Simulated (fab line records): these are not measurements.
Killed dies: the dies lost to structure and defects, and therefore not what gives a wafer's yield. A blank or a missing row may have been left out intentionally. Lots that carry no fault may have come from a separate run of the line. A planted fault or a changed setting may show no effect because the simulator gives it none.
8D (eight disciplines) problem report, filled in by code | flow sky130 | the parts of the form that need people (team, actions taken, sign-off) are left out

1. WHAT WENT WRONG
At SKY_METAL2_METAL_ETCH_19, oes-product-au averages 0.372 a.u. over 6 wafers from 2 lots, while fault-free wafers read 0.853 a.u., standard deviation 0.0053. That puts it -91 standard deviations away from the usual mean.
The step: etches the open film in Cl2/BCl3, stops on SiO2, target depth 360 nm, time 78 s.
Seen first at day 38 00:07 on rie-metal-01, wafer L830.1. The record holds 27 wafers of 9 lots with a number at this step. Rule for "out" (also "out of limits"): further than 4 standard deviations from the usual mean. The other wafers with a number count as sound.

2. WHAT IT IS; WHAT IT IS NOT
question                    | is                     | is not
which readings at this step | oes-product-au         | bcl3-flow-sccm, bias-w, drypump-motor-current-A, throttle-valve-pct
which lots                  | L830, L831             | L825, L827, L834, L836, L837, L843, L844
which wafers of those lots  | all that have a number | -
read on which tools         | rie-metal-01           | rie-metal-02, rie-metal-04
when                        | from day 38 00:07      | up to then (6 sound wafers); but 15 sound wafers of L834, L836, L837, L843, L844 came after

3. THE SUSPECTS, EACH WITH WHAT RULES IT OUT
Counting: a tool at a process step up to the reading stays a suspect if it ran every lot that is out and no sound lot after the first of them.
- rie-metal-01 at SKY_METAL2_ETCH_18 (etches BARC in N2/H2, stops on SiO2, time 45.9 s, target depth 60 nm): ruled out as a lasting fault. Following L830 (day 38 00:03), the first lot on it that is out, the sound lots L836, L837 were run on it.
- rie-metal-01 at SKY_METAL2_METAL_ETCH_19 (etches the open film in Cl2/BCl3, stops on SiO2, target depth 360 nm, time 78 s): ruled out as a lasting fault. Following L830 (day 38 00:07), the first lot on it that is out, the sound lots L836, L837 were run on it.
Left after counting: nothing in the record.

4. THE CAUSE (what the simulator had put in)
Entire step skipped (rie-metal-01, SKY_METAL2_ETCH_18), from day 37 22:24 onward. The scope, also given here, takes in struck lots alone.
Counting ruled it out, wrongly.

5. THE EFFECT CHAIN, in route order
Each row: a reading where the mean over the struck wafers with a number is more than 3 standard deviations away from the usual. Readings are gone through only where the record gives a usual standard deviation; hours: the median, over the lots, of the time from a lot's start at the first step in this table giving one to that lot's start at this step; sigmas: the change measured in usual standard deviations.
hours | step                     | reading                  | usual      | on struck wafers | change | sigmas
0     | SKY_METAL2_METAL_ETCH_19 | oes-product-au           | 0.853 a.u. | 0.372            | -0.480 | -91
0     | SKY_METAL2_STRIP_20      | oes-product-au           | 0.342 a.u. | 0.364            | +0.022 | +4.9
0     | SKY_METAL2_STRIP_20      | strip-time-to-endpoint-s | 2.68 s     | 3.19             | +0.51  | +13
239   | SKY_PAD_OPEN_PROBE_99    | defect-limited-yield     | 82.7 %     | 0.0              | -82.7  | -41
239   | SKY_PAD_OPEN_PROBE_99    | killed_at_M0_to_M3       | 42         | 445              | +403   | +52
239   | SKY_PAD_OPEN_PROBE_99    | killed-dies              | 85         | 492              | +407   | +41
239   | SKY_PAD_OPEN_PROBE_99    | killed-on-rim            | 17         | 96               | +79    | +19
239   | SKY_PAD_OPEN_PROBE_99    | sort_bin_5_function      | 10.1 %     | 93.1             | +83.0  | +55
239   | SKY_PAD_OPEN_PROBE_99    | sort-n-pass              | 407        | 0                | -407   | -41
239   | SKY_PAD_OPEN_PROBE_99    | sort-yield-pct           | 82.7 %     | 0.0              | -82.7  | -41
Here are the process steps it includes:
- SKY_METAL2_METAL_ETCH_19: etches the open film in Cl2/BCl3, stops on SiO2, target depth 360 nm, time 78 s.
- SKY_METAL2_STRIP_20: strips in O2/N2.
- SKY_PAD_OPEN_PROBE_99
Readings that are blank on the struck wafers while sound wafers have them: bias-w at SKY_METAL2_ETCH_18; chamber-pressure-mTorr at SKY_METAL2_ETCH_18; drypump-motor-current-A at SKY_METAL2_ETCH_18; oes-product-au at SKY_METAL2_ETCH_18; throttle-valve-pct at SKY_METAL2_ETCH_18.

6. HOW IT WOULD HAVE BEEN CAUGHT EARLIER
In this record no reading fell out of limits until day 38 00:07, 2 hours after the fault had begun at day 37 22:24.
At SKY_METAL2_ETCH_18 the tool's readings are blank on the struck wafers, where sound wafers have them: an empty tool record is the first sign, and it was there at once.
